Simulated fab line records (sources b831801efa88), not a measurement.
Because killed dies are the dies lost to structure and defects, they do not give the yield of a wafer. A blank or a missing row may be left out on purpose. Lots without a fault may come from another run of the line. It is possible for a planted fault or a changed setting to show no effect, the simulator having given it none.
fab line records | flow sfq-line
[record] lots = 14 wafers = 42 last-day = 91
route steps=325 shown I4@166 R5@214 C5@241
lots with no fault: from the same line, run without faults
start-h: the number of hours between the record's first day and the start of the first shown wafer of the lot | wait-h: how many hours have passed since the lot's step before this one | " repeats the value in the row above | L1.1+2: a row that stands for several wafers | - no value, or no start was given | * or withheld: withheld | < > ~ a bound
route shown NAME@n: NAME is a module with steps in the file, n the number in the route of the first one | usual: mean/standard deviation taken from wafers without a fault | same: alike in all rows | chamber/n: place in a boat | sites: each site's reading | _std_site: how widely they spread, as a standard deviation | _edge_site: outer sites' mean less inner sites' | radius-mm: how far each site lies from the wafer's centre | mask NAME#n: copy n | behind: the tool/chamber that last shaped the wafer | hold: why the lot was held/for how many hours/how that ended | device: which transistor (n, p or np) failed to switch | end of line: tests run on the same wafers once the route is complete | where a step has no rows: the recipe by itself | killed: not the wafer's yield, but the dies lost to structure and defects at the first sort | map: dies across one wafer; x = killed, . = not, _ = none there
set.NAME: the setting the step ran with; set.NAME@STEP: the setting that earlier step ran with | model.NAME: the simulator's own value behind a step, which no gauge read
one table for each step of the route and one row for each wafer, over a sample of lots
services: from which hour (start-h, from the record's first day; less than 0 if before it) a tool's chamber was out of use, for how many hours, and why
[[steps]]
[step SFQ_TRILAYER_I4_METRO_MEASURE_101]
[usual] thk-nm = 199.9/1.2
// columns lot.wafer tool chamber start-h wait-h thk-nm
L139.2 film-metro-02 - 1166.52 0.3 198.8
L139.4 " - " " 200.8
L139.5 " - " " 198.7
L140.1 film-metro-03 - 1168.72 0.1 199.6
L140.2 " - " " 199.2
L140.3 " - " " 199.1
L141.1 film-metro-04 - 1183.90 0.1 200.1
L141.2 " - " " 201.9
L141.3 " - " " 202.7
L142.1 film-metro-03 - 1189.12 0.1 202.6
L142.4 " - " " 201.1
L142.5 " - " " 199.5
L149.1 film-metro-02 - 1267.07 0.1 199.8
L149.5 " - " " 200.8
L149.6 " - " " 199.9
L152.3 film-metro-04 - 1289.97 0.5 199.9
L152.4 " - " " 196.9
L152.6 " - " " 198.3
L155.2 film-metro-04 - 1305.49 0.3 199.7
L155.4 " - " " 202.4
L155.6 " - " " 199.2
L156.2 film-metro-04 - 1308.49 0.3 199.8
L156.3 " - " " 201.0
L156.4 " - " " 202.5
L157.2 film-metro-04 - 1310.42 0.3 201.7
L157.4 " - " " 199.0
L157.6 " - " " 198.8
L158.3 film-metro-04 - 1316.02 0.5 200.7
L158.5 " - " " 200.4
L158.6 " - " " 200.2
L159.2 film-metro-02 - 1321.80 0.3 201.4
L159.5 " - " " 199.5
L159.6 " - " " 199.9
L160.1 film-metro-04 - 1326.85 0.1 199.1
L160.2 " - " " 198.6
L160.5 " - " " 198.0
L161.2 film-metro-04 - 1333.43 0.3 199.1
L161.3 " - " " 201.1
L161.5 " - " " 199.4
L162.1 film-metro-02 - 1369.64 0.1 202.4
L162.5 " - " " 200.6
L162.6 " - " " 200.8
[step SFQ_I4_OVL_MEAS_928]
[usual] I4_OVL = -4/5
// columns lot.wafer tool chamber start-h wait-h I4_OVL[nm]
L139.2 overlay-01 - 1169.77 0.1 -6
L139.4 " - " " -2
L139.5 " - " " -2
L140.1 overlay-02 - 1172.17 0.1 -7
L140.2 " - " " 0
L140.3 " - " " 1
L141.1 overlay-02 - 1187.35 0.1 -4
L141.2 " - " " 2
L141.3 " - " " 2
L142.1 overlay-02 - 1192.69 0.1 -4
L142.4 " - " " -11
L142.5 " - " " -2
L149.1 overlay-02 - 1402.54 0.1 2
L149.5 " - " " -4
L149.6 " - " " -5
L152.3 overlay-02 - 1426.55 0.1 -6
L152.4 " - " " -10
L152.6 " - " " -9
L155.2 overlay-01 - 1438.54 0.1 -6
L155.4 " - " " -3
L155.6 " - " " -3
L156.2 overlay-01 - 1442.14 0.1 -6
L156.3 " - " " 0
L156.4 " - " " -8
L157.2 overlay-01 - 1444.54 0.1 1
L157.4 " - " " -2
L157.6 " - " " -1
L158.3 overlay-02 - 1448.15 0.1 -4
L158.5 " - " " 1
L158.6 " - " " -4
L159.2 overlay-02 - 1450.54 0.1 -8
L159.5 " - " " 2
L159.6 " - " " -6
L160.1 overlay-02 - 1455.34 0.1 -8
L160.2 " - " " -8
L160.5 " - " " -8
L161.2 overlay-01 - 1458.94 0.1 -6
L161.3 " - " " -7
L161.5 " - " " -9
L162.1 overlay-02 - 1503.82 0.1 8
L162.5 " - " " 10
L162.6 " - " " -3
[step SFQ_TRILAYER_R5_DEP_SPUTTER_134]
[recipe] material = Ti base-pressure-pa = 1.33e-06 target-thk-nm = 5 power-w = 2000 time-s = 5 chamber-pressure-pa = 0.4
[usual] base-pressure-pa = 1.35e-06/9.5e-08 throttle-valve-pct = 29.9/1.1
// columns lot.wafer tool chamber start-h wait-h base-pressure-pa throttle-valve-pct
L139.2 pvd-sputter-03 - 1323.15 0.0 1.32e-06 29.7
L139.4 " - " " 1.37e-06 31.0
L139.5 " - " " 1.39e-06 29.6
L140.1 pvd-sputter-04 - 1351.00 0.0 1.34e-06 30.4
L140.2 " - " " 1.24e-06 30.0
L140.3 " - " " 1.24e-06 31.6
L141.1 pvd-sputter-04 - 1352.80 0.0 1.41e-06 30.0
L141.2 " - " " 1.32e-06 31.6
L141.3 " - " " 1.31e-06 30.3
L142.1 pvd-sputter-06 - 1354.00 0.0 1.38e-06 28.4
L142.4 " - " " 1.39e-06 31.0
L142.5 " - " " 1.38e-06 30.7
L149.1 pvd-sputter-06 - 1559.53 0.0 1.67e-06 31.0
L149.5 " - " " 1.22e-06 30.6
L149.6 " - " " 1.37e-06 28.5
L152.3 pvd-sputter-04 - 1569.73 0.0 1.34e-06 30.5
L152.4 " - " " 1.44e-06 31.4
L152.6 " - " " 1.47e-06 30.3
L155.2 pvd-sputter-06 - 1682.73 0.0 1.3e-06 30.9
L155.4 " - " " 1.33e-06 28.7
L155.6 " - " " 1.25e-06 30.9
L156.2 pvd-sputter-06 - 1686.33 0.0 1.31e-06 28.6
L156.3 " - " " 1.35e-06 28.5
L156.4 " - " " 1.23e-06 31.0
L157.2 pvd-sputter-03 - 1693.89 0.0 1.39e-06 29.8
L157.4 " - " " 1.25e-06 30.8
L157.6 " - " " 1.36e-06 30.8
L158.3 pvd-sputter-04 - 1698.33 0.0 1.19e-06 30.3
L158.5 " - " " 1.29e-06 31.4
L158.6 " - " " 1.28e-06 29.6
L159.2 pvd-sputter-06 - 1701.93 0.0 1.32e-06 28.7
L159.5 " - " " 1.21e-06 28.4
L159.6 " - " " 1.16e-06 30.6
L160.1 pvd-sputter-04 - 1705.53 0.0 1.35e-06 31.6
L160.2 " - " " 1.39e-06 30.4
L160.5 " - " " 1.35e-06 31.4
L161.2 pvd-sputter-04 - 1708.53 0.0 1.47e-06 31.5
L161.3 " - " " 1.4e-06 30.1
L161.5 " - " " 1.35e-06 29.7
L162.1 pvd-sputter-04 - 1736.60 0.0 1.3e-06 29.5
L162.5 " - " " 1.37e-06 31.6
L162.6 " - " " 1.5e-06 30.3
[step SFQ_TRILAYER_C5_LITHO_COAT_151]
[recipe] resist = KrF spin-rpm = 3000 resist-thk-nm = 650
[usual] resist-line-temp-C = 22.99/0.089 spin-speed-rpm = 3000.0/2.3
// columns lot.wafer tool chamber start-h wait-h resist-line-temp-C spin-speed-rpm
L139.2 litho-track-01 0 1586.77 0.2 23.11 2998.9
L139.4 " 0 " " 22.97 2999.3
L139.5 " 0 " " 23.17 2999.6
L140.1 litho-track-01 0 1601.12 0.2 22.98 3002.1
L140.2 " 0 " " 22.90 2998.7
L140.3 " 0 " " 22.94 3002.0
L141.1 litho-track-03 0 1602.44 0.2 23.05 3000.5
L141.2 " 0 " " 22.98 2998.5
L141.3 " 0 " " 23.23 2999.8
L142.1 litho-track-03 0 1604.72 0.2 22.95 2994.7
L142.4 " 0 " " 23.04 2998.4
L142.5 " 0 " " 23.00 3002.0
L149.1 litho-track-01 0 1654.60 0.2 22.93 2738.7
L149.5 " 0 " " 22.95 2739.6
L149.6 " 0 " " 22.82 2739.8
L152.3 litho-track-01 0 1658.30 0.2 22.92 2744.0
L152.4 " 0 " " 23.05 2742.6
L152.6 " 0 " " 23.04 2746.2
L155.2 litho-track-02 0 1881.62 0.2 23.08 3002.4
L155.4 " 0 " " 23.00 2999.9
L155.6 " 0 " " 23.03 3002.4
L156.2 litho-track-03 0 1882.80 0.2 22.96 3000.2
L156.3 " 0 " " 22.89 3002.1
L156.4 " 0 " " 22.92 3001.2
L157.2 litho-track-01 0 1888.80 0.2 22.98 2995.3
L157.4 " 0 " " 22.86 2994.6
L157.6 " 0 " " 22.82 2998.3
L158.3 litho-track-01 0 1891.25 0.2 22.99 2999.6
L158.5 " 0 " " 22.84 3001.8
L158.6 " 0 " " 23.04 3002.6
L159.2 litho-track-01 0 1894.80 0.2 23.22 2998.9
L159.5 " 0 " " 23.04 3004.0
L159.6 " 0 " " 23.09 2998.4
L160.1 litho-track-02 0 1895.95 0.2 23.08 2999.0
L160.2 " 0 " " 23.04 2996.8
L160.5 " 0 " " 23.05 2999.7
L161.2 litho-track-03 0 1902.60 0.2 23.07 2997.1
L161.3 " 0 " " 23.01 2999.4
L161.5 " 0 " " 23.16 3001.5
L162.1 litho-track-02 0 1922.37 0.2 23.02 3003.9
L162.5 " 0 " " 22.98 3000.2
L162.6 " 0 " " 23.02 2998.4
[[services]]
// columns tool chamber start-h hours kind
pvd-sputter-04 - 1143.61 4.1 repair
film-metro-04 - 1163.48 0.9 pm
pvd-sputter-04 - 1222.40 9.2 repair
pvd-sputter-04 - 1235.63 1.6 repair
pvd-sputter-06 - 1246.15 2.8 repair
pvd-sputter-04 - 1267.23 2.7 repair
film-metro-04 - 1307.56 0.2 pm
pvd-sputter-04 - 1333.81 1.1 repair
film-metro-04 - 1346.84 1.8 pm
pvd-sputter-04 - 1359.00 2.3 repair
film-metro-04 - 1377.46 4.8 pm
pvd-sputter-04 - 1395.43 2.1 repair
film-metro-04 - 1406.62 1.9 repair
film-metro-04 - 1408.51 0.5 pm
film-metro-04 - 1513.46 0.6 pm
film-metro-04 - 1549.29 0.4 pm
film-metro-04 - 1552.56 1.4 pm
pvd-sputter-04 - 1615.60 53.1 repair
film-metro-04 - 1653.48 0.4 pm
film-metro-04 - 1794.29 1.0 pm
film-metro-04 - 1797.56 0.7 pm
pvd-sputter-04 - 1822.17 7.5 repair
pvd-sputter-04 - 1880.60 9.2 repair
film-metro-04 - 1898.48 1.2 pm
[[key]]
[first-sign] step = SFQ_TRILAYER_C5_LITHO_COAT_151 reading = spin-speed-rpm direction = down sigmas = 99+ usual = 3000.0 struck = 2741.8
effect none on later readings
met-at SFQ_TRILAYER_C5_LITHO_COAT_151
struck-lots L149,L152
not-acting-at SFQ_TRILAYER_I4_METRO_MEASURE_101,SFQ_I4_OVL_MEAS_928,SFQ_TRILAYER_R5_DEP_SPUTTER_134
onset-between 1601.12 1654.60
[fault] kind = process-parameter-drift tool = litho-track-01 chamber = - onset-h = 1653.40 steps = SFQ_TRILAYER_C5_LITHO_COAT_151 channel = spin-rpm offset = -258.75 shape = step end-h = 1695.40 acts-in = these-recipes-only stated = 3000
